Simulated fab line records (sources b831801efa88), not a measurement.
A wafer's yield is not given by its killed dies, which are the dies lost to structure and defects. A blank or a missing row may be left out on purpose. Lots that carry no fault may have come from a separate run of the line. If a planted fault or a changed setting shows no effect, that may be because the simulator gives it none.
fab line records + flow sky130
record:
- lots: 7
- wafers: 18
- last_day: 50
route steps=708 shown CONTACT@418 METAL1@434 PAD_OPEN@708
lots that met no fault: taken from a fault-free run of the same line
start_h: the number of hours between the record's first day and the start of the first shown wafer of the lot + wait_h: hours from the lot's prior step to this one + " the same as in the row above + L1.1+2: one row covering several wafers at once + - no value, or no start given + * or withheld: withheld + < > ~ a bound
route shown NAME@n: a module of which the file shows steps, and the number in the route of the first + usual: the fault-free wafers' mean and standard deviation + same: alike in all rows + chamber/n: place in a boat + sites: readings site by site + _std_site: how widely they spread, as a standard deviation + _edge_site: inner sites' mean taken away from outer sites' mean + radius_mm: for every site, how far away it sits from the centre of the wafer + mask NAME#n: copy n + behind: tool/chamber where the wafer was last shaped + hold: why the lot went on hold/how many hours it stayed there/how the hold came to an end + device: names the non-switching transistor (n, p or np) + end of line: tests run on the same wafers once the route is complete + for a step that has no rows: nothing shown but its recipe + killed: the dies lost at the first sort to structure and to defects; this is not the yield of the wafer + map: a wafer's dies, x killed, . not, _ none there
set.NAME: the setting as run; set.NAME@STEP: as run at that earlier step + model.NAME: the simulator's own value behind a step, which no gauge read
lots at some steps of the route; a table a step, a row a wafer
services: the hour from which a tool's chamber was out of use, counted from the record's first day as start_h (under 0 if before that day), plus the number of hours and why
== steps ==
step: SKY_CONTACT_PEB_12
recipe:
- peb_temp_c: withheld
- peb_time_s: withheld
- resist: KrF-thick
step: SKY_CONTACT_DEVELOP_13
recipe:
- develop_time_s: 60
- resist: KrF-thick
- dev_temp_c: 21
step: SKY_CONTACT_CD_MEAS_14
recipe:
- target_cd_nm: 170
usual:
- cd_nm: 170.3/1.7
| lot.wafer | tool      | chamber | start_h | wait_h | cd_nm |
|-----------|-----------|---------|---------|--------|-------|
| L739.1    | cd_sem-02 | -       | 766.64  | -      | 169.2 |
| L739.2    | "         | -       | "       | "      | 169.1 |
| L739.6    | "         | -       | "       | "      | 169.6 |
| L746.1    | cd_sem-02 | -       | 822.36  | -      | 172.4 |
| L746.5    | "         | -       | "       | "      | 173.1 |
| L746.6    | "         | -       | "       | "      | 172.3 |
| L748.2    | cd_sem-01 | -       | 831.70  | -      | 170.3 |
| L748.6    | "         | -       | "       | "      | 169.0 |
| L749.1    | cd_sem-02 | -       | 842.53  | -      | 170.9 |
| L749.4    | "         | -       | "       | "      | 171.1 |
| L750.1    | cd_sem-01 | -       | 847.41  | -      | 169.7 |
| L750.4    | "         | -       | "       | "      | 168.9 |
| L752.4    | cd_sem-01 | -       | 854.94  | -      | 172.6 |
| L752.5    | "         | -       | "       | "      | 171.1 |
| L752.6    | "         | -       | "       | "      | 172.1 |
| L757.1    | cd_sem-02 | -       | 893.91  | -      | 169.3 |
| L757.2    | "         | -       | "       | "      | 169.6 |
| L757.3    | "         | -       | "       | "      | 169.0 |
step: SKY_CONTACT_OVL_MEAS_15
usual:
- CONTACT_OVL: 4/5.1
| lot.wafer | tool       | chamber | start_h | wait_h | CONTACT_OVL[nm] |
|-----------|------------|---------|---------|--------|-----------------|
| L739.1    | overlay-01 | -       | 766.76  | 0.1    | 4               |
| L739.2    | "          | -       | "       | "      | 0               |
| L739.6    | "          | -       | "       | "      | -2              |
| L746.1    | overlay-02 | -       | 822.48  | 0.1    | 10              |
| L746.5    | "          | -       | "       | "      | 11              |
| L746.6    | "          | -       | "       | "      | 9               |
| L748.2    | overlay-02 | -       | 831.80  | 0.1    | 13              |
| L748.6    | "          | -       | "       | "      | 13              |
| L749.1    | overlay-01 | -       | 842.65  | 0.1    | 11              |
| L749.4    | "          | -       | "       | "      | 10              |
| L750.1    | overlay-02 | -       | 847.53  | 0.1    | -2              |
| L750.4    | "          | -       | "       | "      | 10              |
| L752.4    | overlay-01 | -       | 855.02  | 0.1    | 5               |
| L752.5    | "          | -       | "       | "      | 0               |
| L752.6    | "          | -       | "       | "      | 2               |
| L757.1    | overlay-02 | -       | 894.03  | 0.1    | 3               |
| L757.2    | "          | -       | "       | "      | -1              |
| L757.3    | "          | -       | "       | "      | 6               |
step: SKY_CONTACT_ETCH_16
recipe:
- chemistry: N2/H2
- target: BARC
- ion_energy_ev: 200
- source_w: 500
- bias_w: 100
- pressure_mtorr: 30
- n2_flow_sccm: 100
- h2_flow_sccm: 200
- stop_on: SiO2
- time_s: 45.9
- target_depth_a: 600
usual:
- chamber_pressure_mTorr: 30.00/0.033
- drypump_motor_current_A: 5.7/0.43
- oes_product_au: 0.855/0.0041
- throttle_valve_pct: 13.224/0.0097
| lot.wafer | tool        | chamber | start_h | wait_h | chamber_pressure_mTorr | drypump_motor_current_A | oes_product_au | rf_hours_counter_h | throttle_valve_pct |
|-----------|-------------|---------|---------|--------|------------------------|-------------------------|----------------|--------------------|--------------------|
| L739.1    | rie_diel-01 | 3       | 766.80  | 0.0    | 30.00                  | 5.4                     | 0.864          | 11                 | 13.233             |
| L739.2    | "           | 2       | "       | "      | 29.99                  | 6.4                     | 0.854          | 19                 | 13.220             |
| L739.6    | "           | 0       | "       | "      | 29.98                  | 5.5                     | 0.858          | -                  | 13.244             |
| L746.1    | rie_diel-02 | 0       | 822.52  | 0.0    | 29.90                  | 5.8                     | 0.855          | 6                  | 13.209             |
| L746.5    | "           | 3       | "       | "      | 30.03                  | 5.1                     | 0.853          | -                  | 13.235             |
| L746.6    | "           | 2       | "       | "      | 30.04                  | 5.7                     | 0.856          | -                  | 13.226             |
| L748.2    | rie_diel-01 | 0       | 831.83  | 0.0    | 30.00                  | 5.5                     | 0.856          | 13                 | 13.222             |
| L748.6    | "           | 1       | "       | "      | 29.97                  | 6.2                     | 0.859          | -                  | 13.229             |
| L749.1    | rie_diel-01 | 3       | 842.68  | 0.0    | 29.97                  | 5.5                     | 0.856          | 13                 | 13.230             |
| L749.4    | "           | 0       | "       | "      | 30.01                  | 5.4                     | 0.855          | 13                 | 13.223             |
| L750.1    | rie_diel-02 | 2       | 847.57  | 0.0    | 30.02                  | 5.7                     | 0.853          | 17                 | 13.219             |
| L750.4    | "           | 3       | "       | "      | 29.94                  | 5.1                     | 0.854          | 19                 | 13.218             |
| L752.4    | rie_diel-01 | 2       | 855.03  | 0.0    | 29.98                  | 6.4                     | 0.849          | 22                 | 13.233             |
| L752.5    | "           | 0       | "       | "      | 30.02                  | 5.5                     | 0.853          | -                  | 13.239             |
| L752.6    | "           | 1       | "       | "      | 29.97                  | 6.2                     | 0.850          | -                  | 13.240             |
| L757.1    | rie_diel-02 | 1       | 894.07  | 0.0    | 30.03                  | 5.4                     | 0.858          | 3                  | 13.214             |
| L757.2    | "           | 0       | "       | "      | 30.00                  | 5.8                     | 0.858          | 9                  | 13.212             |
| L757.3    | "           | 2       | "       | "      | 29.99                  | 5.7                     | 0.851          | 19                 | 13.217             |
step: SKY_CONTACT_ETCH_17
recipe:
- target: SiO2
- chemistry: C4F8/O2/Ar
- stop_on: Si3N4
- mask_material: KrF-thick
- source_w: 1500
- bias_w: 1200
- pressure_mtorr: 40
- c4f8_flow_sccm: withheld
- O2_flow_sccm: 6
- Ar_flow_sccm: 300
- time_s: withheld
- target_depth_a: 3400
usual:
- chamber_pressure_mTorr: 40.00/0.035
- oes_product_au: 0.891/0.0047
| lot.wafer | tool        | chamber | start_h | wait_h | chamber_pressure_mTorr | oes_product_au |
|-----------|-------------|---------|---------|--------|------------------------|----------------|
| L739.1    | rie_diel-01 | 3       | 766.84  | 0.0    | 40.00                  | 0.894          |
| L739.2    | "           | 2       | "       | "      | 39.98                  | 0.892          |
| L739.6    | "           | 0       | "       | "      | 39.96                  | 0.886          |
| L746.1    | rie_diel-02 | 0       | 822.56  | 0.0    | 40.04                  | 0.890          |
| L746.5    | "           | 3       | "       | "      | 40.05                  | 0.884          |
| L746.6    | "           | 2       | "       | "      | 40.01                  | 0.888          |
| L748.2    | rie_diel-01 | 0       | 831.88  | 0.0    | 40.01                  | 0.886          |
| L748.6    | "           | 1       | "       | "      | 39.96                  | 0.898          |
| L749.1    | rie_diel-01 | 3       | 842.73  | 0.0    | 39.98                  | 0.886          |
| L749.4    | "           | 0       | "       | "      | 40.04                  | 0.898          |
| L750.1    | rie_diel-02 | 2       | 847.61  | 0.0    | 40.03                  | 0.892          |
| L750.4    | "           | 3       | "       | "      | 39.97                  | 0.884          |
| L752.4    | rie_diel-01 | 2       | 855.08  | 0.0    | 39.97                  | 0.892          |
| L752.5    | "           | 0       | "       | "      | 40.00                  | 0.885          |
| L752.6    | "           | 1       | "       | "      | 39.96                  | 0.886          |
| L757.1    | rie_diel-02 | 1       | 894.11  | 0.0    | 39.99                  | 0.896          |
| L757.2    | "           | 0       | "       | "      | 40.02                  | 0.896          |
| L757.3    | "           | 2       | "       | "      | 40.07                  | 0.896          |
step: SKY_CONTACT_ETCH_18
recipe:
- target: Si3N4
- chemistry: CHF3/O2
- stop_on: TiN
- source_w: 600
- bias_w: 200
- pressure_mtorr: 40
- chf3_flow_sccm: 50
- O2_flow_sccm: 5
- time_s: 39
- target_depth_a: 750
usual:
- chamber_pressure_mTorr: 40.00/0.037
- drypump_motor_current_A: 5.7/0.43
- oes_product_au: 0.854/0.0086
- throttle_valve_pct: 8.793/0.01
| lot.wafer | tool        | chamber | start_h | wait_h | chamber_pressure_mTorr | drypump_motor_current_A | oes_product_au | rf_hours_counter_h | throttle_valve_pct |
|-----------|-------------|---------|---------|--------|------------------------|-------------------------|----------------|--------------------|--------------------|
| L739.1    | rie_diel-01 | 3       | -       | -      | 39.95                  | 5.4                     | 0.844          | 11                 | 8.798              |
| L739.2    | "           | 2       | "       | "      | 40.00                  | 6.4                     | 0.841          | 19                 | 8.804              |
| L739.6    | "           | 0       | "       | "      | 39.97                  | 5.5                     | 0.865          | -                  | 8.804              |
| L746.1    | rie_diel-02 | 0       | -       | -      | 39.97                  | 5.8                     | 0.851          | 6                  | 8.796              |
| L746.5    | "           | 3       | "       | "      | 40.03                  | 5.1                     | 0.852          | -                  | 8.800              |
| L746.6    | "           | 2       | "       | "      | 40.05                  | 5.7                     | 0.858          | -                  | 8.810              |
| L748.2    | rie_diel-01 | 0       | -       | -      | 39.95                  | 5.4                     | 0.840          | 13                 | 8.800              |
| L748.6    | "           | 1       | "       | "      | 40.01                  | 6.1                     | 0.850          | -                  | 8.780              |
| L749.1    | rie_diel-01 | 3       | -       | -      | 39.97                  | 5.4                     | 0.845          | 13                 | 8.771              |
| L749.4    | "           | 0       | "       | "      | 39.98                  | 5.4                     | 0.854          | 13                 | 8.785              |
| L750.1    | rie_diel-02 | 2       | -       | -      | 40.05                  | 5.7                     | 0.837          | 17                 | 8.795              |
| L750.4    | "           | 3       | "       | "      | 40.00                  | 5.0                     | 0.853          | 19                 | 8.787              |
| L752.4    | rie_diel-01 | 2       | -       | -      | 39.97                  | 6.4                     | 0.869          | 22                 | 8.790              |
| L752.5    | "           | 0       | "       | "      | 39.97                  | 5.4                     | 0.876          | -                  | 8.790              |
| L752.6    | "           | 1       | "       | "      | 39.97                  | 6.2                     | 0.872          | -                  | 8.782              |
| L757.1    | rie_diel-02 | 1       | -       | -      | 39.98                  | 5.4                     | 0.851          | 3                  | 8.810              |
| L757.2    | "           | 0       | "       | "      | 39.96                  | 5.8                     | 0.850          | 9                  | 8.780              |
| L757.3    | "           | 2       | "       | "      | 39.96                  | 5.7                     | 0.850          | 19                 | 8.792              |
step: SKY_CONTACT_STRIP_19
recipe:
- chemistry: O2/N2
- power_w: 1400
- pressure_mtorr: 1500
- platen_temp_c: withheld
- o2_flow_sccm: 3000
- n2_flow_sccm: 300
- overash_fraction: 0.5
usual:
- chamber_pressure_mTorr: 1500.0/1.3
- drypump_motor_current_A: 5.6/0.64
- oes_product_au: 0.380/0.0049
- strip_time_to_endpoint_s: 3.60/0.034
| lot.wafer | tool            | chamber | start_h | wait_h | chamber_pressure_mTorr | drypump_motor_current_A | oes_product_au | rf_hours_counter_h | strip_time_to_endpoint_s |
|-----------|-----------------|---------|---------|--------|------------------------|-------------------------|----------------|--------------------|--------------------------|
| L739.1    | plasma_asher-01 | 0       | 766.93  | -      | 1501.0                 | 5.0                     | 0.378          | 66                 | 3.62                     |
| L739.2    | "               | 1       | "       | "      | 1498.9                 | 4.8                     | 0.386          | 66                 | 3.57                     |
| L739.6    | "               | 1       | "       | "      | 1500.0                 | 4.8                     | 0.386          | -                  | 3.61                     |
| L746.1    | plasma_asher-01 | 0       | 822.65  | -      | 1501.1                 | 5.0                     | 0.384          | 72                 | 3.56                     |
| L746.5    | "               | 1       | "       | "      | 1501.1                 | 4.8                     | 0.376          | -                  | 3.62                     |
| L746.6    | "               | 0       | "       | "      | 1499.3                 | 5.0                     | 0.387          | -                  | 3.66                     |
| L748.2    | plasma_asher-03 | 1       | 831.97  | -      | 1502.1                 | 6.4                     | 0.376          | 11                 | 3.59                     |
| L748.6    | "               | 0       | "       | "      | 1500.5                 | 5.4                     | 0.384          | -                  | 3.59                     |
| L749.1    | plasma_asher-01 | 1       | 842.82  | -      | 1498.6                 | 4.8                     | 0.376          | 74                 | 3.63                     |
| L749.4    | "               | 0       | "       | "      | 1498.9                 | 5.0                     | 0.372          | -                  | 3.59                     |
| L750.1    | plasma_asher-02 | 1       | 847.70  | -      | 1500.1                 | 5.8                     | 0.380          | 35                 | 3.68                     |
| L750.4    | "               | 1       | "       | "      | 1501.7                 | 5.8                     | 0.390          | -                  | 3.64                     |
| L752.4    | plasma_asher-03 | 0       | 855.20  | -      | 1498.6                 | 5.4                     | 0.377          | -                  | 3.59                     |
| L752.5    | "               | 1       | "       | "      | 1500.7                 | 6.4                     | 0.376          | -                  | 3.57                     |
| L752.6    | "               | 0       | "       | "      | 1498.9                 | 5.4                     | 0.384          | -                  | 3.56                     |
| L757.1    | plasma_asher-01 | 1       | 894.20  | -      | 1501.0                 | 4.8                     | 0.386          | 79                 | 3.59                     |
| L757.2    | "               | 0       | "       | "      | 1501.4                 | 5.0                     | 0.384          | 79                 | 3.56                     |
| L757.3    | "               | 1       | "       | "      | 1499.3                 | 4.8                     | 0.374          | -                  | 3.67                     |
step: SKY_CONTACT_STRIP_20
recipe:
- chemistry: post_etch_residue_remover
- time_s: 1200
- temp_c: 72.5
step: SKY_CONTACT_CLEAN_21
recipe:
- chemistry: IPA
- time_s: 180
- temp_c: 25
step: SKY_CONTACT_CLEAN_22
recipe:
- chemistry: O3/DIW
- dry: n2_spin
step: SKY_CONTACT_SPUTTER_23
recipe:
- material: TiN
- target_thk_nm: 20
- chamber_pressure_pa: 5
- power_w: 4000
- time_s: 80
step: SKY_CONTACT_CVD_24
recipe:
- material: W
- target_thk_nm: 340
- time_s: 102.12
- temp_c: 400
- pressure_torr: 40
usual:
- heater_power_w: 751/59
| lot.wafer | tool     | chamber | start_h | wait_h | heater_power_w | model.W_of_CONTACT_CVD_24.thk_nm |
|-----------|----------|---------|---------|--------|----------------|----------------------------------|
| L739.1    | cvd_w-02 | 1       | 767.63  | 0.0    | 796            | 330.3                            |
| L739.2    | "        | 0       | "       | "      | 686            | 341                              |
| L739.6    | "        | 0       | "       | "      | 657            | 341.2                            |
| L746.1    | cvd_w-01 | 1       | 823.34  | 0.0    | 702            | 337.1                            |
| L746.5    | "        | 1       | "       | "      | 730            | 341.5                            |
| L746.6    | "        | 0       | "       | "      | 821            | 345.8                            |
| L748.2    | cvd_w-02 | 1       | 832.62  | 0.0    | 785            | 331                              |
| L748.6    | "        | 1       | "       | "      | 808            | 450.5                            |
| L749.1    | cvd_w-02 | 1       | 843.51  | 0.0    | 811            | 327.1                            |
| L749.4    | "        | 1       | "       | "      | 787            | 450.5                            |
| L750.1    | cvd_w-02 | 0       | 848.35  | 0.0    | 674            | 340.6                            |
| L750.4    | "        | 0       | "       | "      | 682            | 455.7                            |
| L752.4    | cvd_w-01 | 1       | 855.86  | 0.1    | 713            | 339                              |
| L752.5    | "        | 1       | "       | "      | 701            | 337                              |
| L752.6    | "        | 0       | "       | "      | 820            | 340.5                            |
| L757.1    | cvd_w-01 | 1       | 894.85  | 0.0    | 725            | 336.1                            |
| L757.2    | "        | 0       | "       | "      | 800            | 337.4                            |
| L757.3    | "        | 0       | "       | "      | 831            | 335.1                            |
step: SKY_CONTACT_RS_MEAS_25
recipe:
- thk_meas_gauge: four-point-probe
- reads: W_of_CONTACT_CVD_24+TiN_of_CONTACT_SPUTTER_23
usual:
- CONTACT_W_RS: 0.341/0.0047
| lot.wafer | tool          | chamber | start_h | wait_h | hold                     | CONTACT_W_RS[ohm/sq] |
|-----------|---------------|---------|---------|--------|--------------------------|----------------------|
| L739.1    | film_metro-03 | -       | 767.74  | 0.1    | -                        | 0.348                |
| L739.2    | "             | -       | "       | "      | -                        | 0.337                |
| L739.6    | "             | -       | "       | "      | -                        | 0.337                |
| L746.1    | film_metro-02 | -       | 823.45  | 0.1    | -                        | 0.340                |
| L746.5    | "             | -       | "       | "      | -                        | 0.336                |
| L746.6    | "             | -       | "       | "      | -                        | 0.331                |
| L748.2    | film_metro-02 | -       | 832.75  | 0.1    | await_dispo/0.2h/release | 0.346                |
| L748.6    | "             | -       | "       | "      | await_dispo/0.2h/release | 0.254                |
| L748.2    | film_metro-02 | -       | 833.04  | 0.3    | -                        | 0.346                |
| L748.6    | "             | -       | "       | "      | -                        | 0.253                |
| L749.1    | film_metro-03 | -       | 843.62  | 0.1    | await_dispo/0.2h/release | 0.352                |
| L749.4    | "             | -       | "       | "      | await_dispo/0.2h/release | 0.254                |
| L749.1    | film_metro-03 | -       | 843.91  | 0.3    | -                        | 0.352                |
| L749.4    | "             | -       | "       | "      | -                        | 0.254                |
| L750.1    | film_metro-02 | -       | 848.46  | 0.1    | await_dispo/0.2h/release | 0.337                |
| L750.4    | "             | -       | "       | "      | await_dispo/0.2h/release | 0.251                |
| L750.1    | film_metro-02 | -       | 848.75  | 0.3    | -                        | 0.337                |
| L750.4    | "             | -       | "       | "      | -                        | 0.251                |
| L752.4    | film_metro-03 | -       | 856.00  | 0.1    | -                        | 0.339                |
| L752.5    | "             | -       | "       | "      | -                        | 0.341                |
| L752.6    | "             | -       | "       | "      | -                        | 0.338                |
| L757.1    | film_metro-03 | -       | 894.96  | 0.1    | -                        | 0.342                |
| L757.2    | "             | -       | "       | "      | -                        | 0.341                |
| L757.3    | "             | -       | "       | "      | -                        | 0.343                |
step: SKY_CONTACT_THK_MEAS_26
recipe:
- thk_meas_gauge: xrf
- reads: W_of_CONTACT_CVD_24
usual:
- CONTACT_W_THK: 338/4.6
| lot.wafer | tool          | chamber | start_h | wait_h | hold                     | CONTACT_W_THK[nm] |
|-----------|---------------|---------|---------|--------|--------------------------|-------------------|
| L739.1    | film_metro-03 | -       | 767.86  | 0.1    | -                        | 331               |
| L739.2    | "             | -       | "       | "      | -                        | 341               |
| L739.6    | "             | -       | "       | "      | -                        | 340               |
| L746.1    | film_metro-02 | -       | 823.57  | 0.1    | -                        | 336               |
| L746.5    | "             | -       | "       | "      | -                        | 340               |
| L746.6    | "             | -       | "       | "      | -                        | 347               |
| L748.2    | film_metro-02 | -       | 839.98  | 6.9    | await_dispo/0.2h/release | 331               |
| L748.6    | "             | -       | "       | "      | await_dispo/0.2h/release | 447               |
| L748.2    | film_metro-02 | -       | 840.20  | 0.2    | -                        | 330               |
| L748.6    | "             | -       | "       | "      | -                        | 450               |
| L749.1    | film_metro-03 | -       | 846.73  | 2.8    | await_dispo/0.2h/release | 331               |
| L749.4    | "             | -       | "       | "      | await_dispo/0.2h/release | 457               |
| L749.1    | film_metro-03 | -       | 846.96  | 0.2    | -                        | 332               |
| L749.4    | "             | -       | "       | "      | -                        | 460               |
| L750.1    | film_metro-02 | -       | 854.32  | 5.5    | await_dispo/0.2h/release | 338               |
| L750.4    | "             | -       | "       | "      | await_dispo/0.2h/release | 453               |
| L750.1    | film_metro-02 | -       | 854.54  | 0.2    | -                        | 340               |
| L750.4    | "             | -       | "       | "      | -                        | 452               |
| L752.4    | film_metro-03 | -       | 856.09  | 0.1    | -                        | 342               |
| L752.5    | "             | -       | "       | "      | -                        | 341               |
| L752.6    | "             | -       | "       | "      | -                        | 345               |
| L757.1    | film_metro-03 | -       | 895.08  | 0.1    | -                        | 341               |
| L757.2    | "             | -       | "       | "      | -                        | 341               |
| L757.3    | "             | -       | "       | "      | -                        | 338               |
step: SKY_CONTACT_CMP_27
recipe:
- stop_on: SiO2
- t_overpolish_s: 15
- down_force_psi: 3.5
- platen_rpm: 60
- target_thk_nm: 0
- pad_velocity_m_s: 0.94248
usual:
- edge_zone_pressure_frac: 1.000/0.0048
- motor_current_A: 11.3/1.5
- time_to_endpoint_s: 80/3.5
| lot.wafer | tool   | chamber | start_h | wait_h | hold                     | edge_zone_pressure_frac | motor_current_A | time_to_endpoint_s |
|-----------|--------|---------|---------|--------|--------------------------|-------------------------|-----------------|--------------------|
| L739.1    | cmp-01 | 3       | 768.02  | 0.1    | -                        | 0.995                   | 10.6            | 79                 |
| L739.2    | "      | 0       | "       | "      | -                        | 0.995                   | 12.7            | 77                 |
| L739.6    | "      | 2       | "       | "      | -                        | 1.002                   | 12.4            | 76                 |
| L746.1    | cmp-01 | 1       | 823.78  | 0.2    | -                        | 1.002                   | 8.2             | 79                 |
| L746.5    | "      | 2       | "       | "      | -                        | 1.003                   | 12.1            | 85                 |
| L746.6    | "      | 3       | "       | "      | -                        | 0.998                   | 10.3            | 84                 |
| L748.2    | cmp-02 | 1       | 841.47  | 1.3    | await_dispo/1.1h/release | 1.000                   | 12.0            | 78                 |
| L748.6    | "      | 3       | "       | "      | await_dispo/1.1h/release | 1.002                   | 12.5            | 112                |
| L749.1    | cmp-01 | 0       | 851.45  | 4.5    | await_dispo/4.4h/release | 1.002                   | 12.6            | 78                 |
| L749.4    | "      | 1       | "       | "      | await_dispo/4.4h/release | 1.000                   | 8.8             | 109                |
| L752.4    | cmp-01 | 0       | 856.17  | 0.1    | -                        | 1.005                   | 13.0            | 81                 |
| L752.6    | "      | 3       | "       | "      | -                        | 1.004                   | 10.8            | 82                 |
| L752.5    | "      | 0       | "       | "      | -                        | 1.001                   | 13.2            | 80                 |
| L750.1    | cmp-01 | 3       | 858.15  | 3.6    | await_dispo/3.3h/release | 1.002                   | 10.5            | 89                 |
| L750.4    | "      | 0       | "       | "      | await_dispo/3.3h/release | 1.001                   | 12.9            | 111                |
| L757.1    | cmp-01 | 0       | 895.14  | 0.1    | -                        | 0.994                   | 12.3            | 79                 |
| L757.2    | "      | 1       | "       | "      | -                        | 0.999                   | 8.0             | 81                 |
| L757.3    | "      | 2       | "       | "      | -                        | 0.999                   | 12.4            | 78                 |
step: SKY_METAL1_SPUTTER_00
recipe:
- material: Ti
- target_thk_nm: 15
- power_w: 3000
- time_s: 10
- chamber_pressure_pa: 0.4
usual:
- throttle_valve_pct: 30.3/0.52
| lot.wafer | tool           | chamber | start_h | wait_h | throttle_valve_pct |
|-----------|----------------|---------|---------|--------|--------------------|
| L739.1    | pvd_sputter-04 | -       | 768.22  | 0.1    | 29.9               |
| L739.2    | "              | -       | "       | "      | 30.5               |
| L739.6    | "              | -       | "       | "      | 29.9               |
| L746.1    | pvd_sputter-03 | -       | 823.93  | 0.1    | 30.5               |
| L746.5    | "              | -       | "       | "      | 30.0               |
| L746.6    | "              | -       | "       | "      | 29.8               |
| L748.2    | pvd_sputter-02 | -       | 841.67  | 0.1    | 30.3               |
| L748.6    | "              | -       | "       | "      | 30.6               |
| L749.1    | pvd_sputter-03 | -       | 851.70  | 0.2    | 29.6               |
| L749.4    | "              | -       | "       | "      | 30.6               |
| L752.4    | pvd_sputter-03 | -       | 856.42  | 0.2    | 30.8               |
| L752.5    | "              | -       | "       | "      | 30.5               |
| L752.6    | "              | -       | "       | "      | 29.4               |
| L750.1    | pvd_sputter-03 | -       | 858.45  | 0.2    | 29.7               |
| L750.4    | "              | -       | "       | "      | 30.4               |
| L757.1    | pvd_sputter-02 | -       | 895.44  | 0.2    | 30.4               |
| L757.2    | "              | -       | "       | "      | 30.5               |
| L757.3    | "              | -       | "       | "      | 30.3               |
step: SKY_PAD_OPEN_PROBE_99
usual:
- killed_at_M0_to_M3: 43/7.7
- killed_at_M4_up: 3.1/1.7
- killed_at_contacts: 23/4.8
- killed_at_front_end: 15/4.5
- killed_at_other: 0.3/0.58
- killed_dies: 85/10
- killed_open: 46/7.5
- killed_short: 38/6.5
same:
- gross_dies: 492
- killed_at_back_side: 0
| lot.wafer | tool      | chamber | start_h | wait_h | killed_at_M0_to_M3 | killed_at_M4_up | killed_at_contacts | killed_at_front_end | killed_at_other | killed_dies | killed_open | killed_short |
|-----------|-----------|---------|---------|--------|--------------------|-----------------|--------------------|---------------------|-----------------|-------------|-------------|--------------|
| L750.4    | prober-02 | -       | 1159.44 | 0.2    | 49                 | 1               | 23                 | 16                  | 0               | 89          | 52          | 37           |
| L752.4    | prober-02 | -       | 1164.19 | 0.2    | 52                 | 6               | 29                 | 8                   | 2               | 97          | 49          | 46           |
| L752.5    | prober-02 | -       | 1164.24 | 0.2    | 43                 | 5               | 10                 | 15                  | 0               | 73          | 35          | 38           |
| L752.6    | prober-02 | -       | 1164.29 | 0.2    | 64                 | 4               | 17                 | 13                  | 1               | 99          | 47          | 52           |
killed by level:class
L750.4 CONTACT:geometric_particle:open=8 VIA1:geometric_particle:short=8 VIA2:geometric_particle:open=8 VIA3:geometric_particle:open=8 POLY_GATE:geometric_particle:open=6 LI_CONTACT:geometric_particle:open=6 VIA1:geometric_particle:open=5 METAL2:geometric_particle:short=4
L752.4 VIA1:geometric_particle:open=13 VIA2:geometric_particle:open=10 LI_CONTACT:geometric_particle:short=7 CONTACT:geometric_particle:open=7 METAL2:geometric_particle:short=7 LOCAL_INTERCONNECT:geometric_particle:short=6 METAL1:geometric_particle:short=6 LI_CONTACT:geometric_particle:open=6
L752.5 VIA2:geometric_particle:open=9 METAL1:geometric_particle:short=7 VIA3:geometric_particle:short=7 POLY_GATE:geometric_particle:short=6 CONTACT:geometric_particle:open=5 VIA1:geometric_particle:open=5 VIA3:geometric_particle:open=5 METAL2:geometric_particle:short=4
L752.6 VIA1:geometric_particle:open=12 VIA3:geometric_particle:open=9 VIA1:geometric_particle:short=9 VIA2:geometric_particle:open=9 METAL1:geometric_particle:short=7 METAL2:geometric_particle:short=7 CONTACT:geometric_particle:short=5 LI_CONTACT:geometric_particle:short=4
== services ==
| tool            | chamber | start_h | hours | kind           |
|-----------------|---------|---------|-------|----------------|
| cmp-01          | -       | 744.26  | 4.0   | pm             |
| cmp-02          | -       | 754.58  | 13.4  | pm             |
| cmp-01          | -       | 768.22  | 3.5   | pm             |
| rie_diel-02     | 1       | 777.06  | 2.8   | repair         |
| cmp-02          | -       | 779.32  | 2.6   | repair         |
| rie_diel-02     | 1       | 779.86  | -     | clean          |
| rie_diel-02     | 1       | 779.86  | 26.6  | scheduled_down |
| rie_diel-02     | 1       | 779.86  | 26.6  | vent_cycle     |
| pvd_sputter-02  | -       | 785.23  | 1.8   | repair         |
| pvd_sputter-02  | -       | 789.15  | 0.9   | repair         |
| rie_diel-01     | 3       | 789.33  | 13.5  | repair         |
| cmp-01          | -       | 792.67  | 9.6   | pm             |
| pvd_sputter-02  | -       | 798.55  | 1.5   | repair         |
| rie_diel-02     | -       | 829.29  | 2.8   | pm             |
| plasma_asher-02 | -       | 837.87  | 0.9   | repair         |
| pvd_sputter-02  | -       | 838.69  | 1.8   | repair         |
| rie_diel-02     | 1       | 848.22  | 6.2   | repair         |
| pvd_sputter-03  | -       | 859.13  | 2.7   | repair         |
| rie_diel-01     | 0       | 859.72  | 4.0   | repair         |
| cvd_w-01        | -       | 861.03  | 1.5   | repair         |
| cmp-02          | -       | 865.27  | 7.5   | pm             |
| plasma_asher-01 | -       | 879.74  | 0.4   | repair         |
| cmp-02          | -       | 880.08  | 1.1   | repair         |
| cmp-02          | -       | 884.18  | 3.6   | pm             |
== key ==
first_sign:
- step: SKY_CONTACT_RS_MEAS_25
- reading: visit
- direction: added
effect:
- step: SKY_CONTACT_RS_MEAS_25
- reading: CONTACT_W_RS
- direction: down
- sigmas: 19
- usual: 0.341
- struck: 0.253
effect:
- step: SKY_CONTACT_THK_MEAS_26
- reading: visit
- direction: added
effect:
- step: SKY_CONTACT_THK_MEAS_26
- reading: CONTACT_W_THK
- direction: up
- sigmas: 25
- usual: 338
- struck: 452
effect:
- step: SKY_CONTACT_CMP_27
- reading: time_to_endpoint_s
- direction: up
- sigmas: 8.6
- usual: *
- struck: *
model_effect:
- step: SKY_CONTACT_CVD_24
- value: W_of_CONTACT_CVD_24.thk_nm
- without: 332.9
- struck: 452.2
met_at SKY_CONTACT_CVD_24
struck_wafers L748.6,L749.4,L750.4
tester_left_out L748,L749,L750
onset_between 767.63 832.62
fault:
- kind: process_parameter_drift
- tool: cvd_w-02
- chamber: -
- onset_h: 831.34
- steps: SKY_CONTACT_CVD_24
- channel: target_thk_nm
- offset: 119.75
- shape: step
- end_h: 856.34
- scope: struck_wafers_only
- acts_in: these_recipes_only
- stated: 340
tester_left_out: of these lots the tester's yield and bins aren't shown, on N5 and GAA mostly nor the transistor test; their killed dies are dies lost to structure and defects alone, not to doping, threshold or leakage, so they don't give the yield
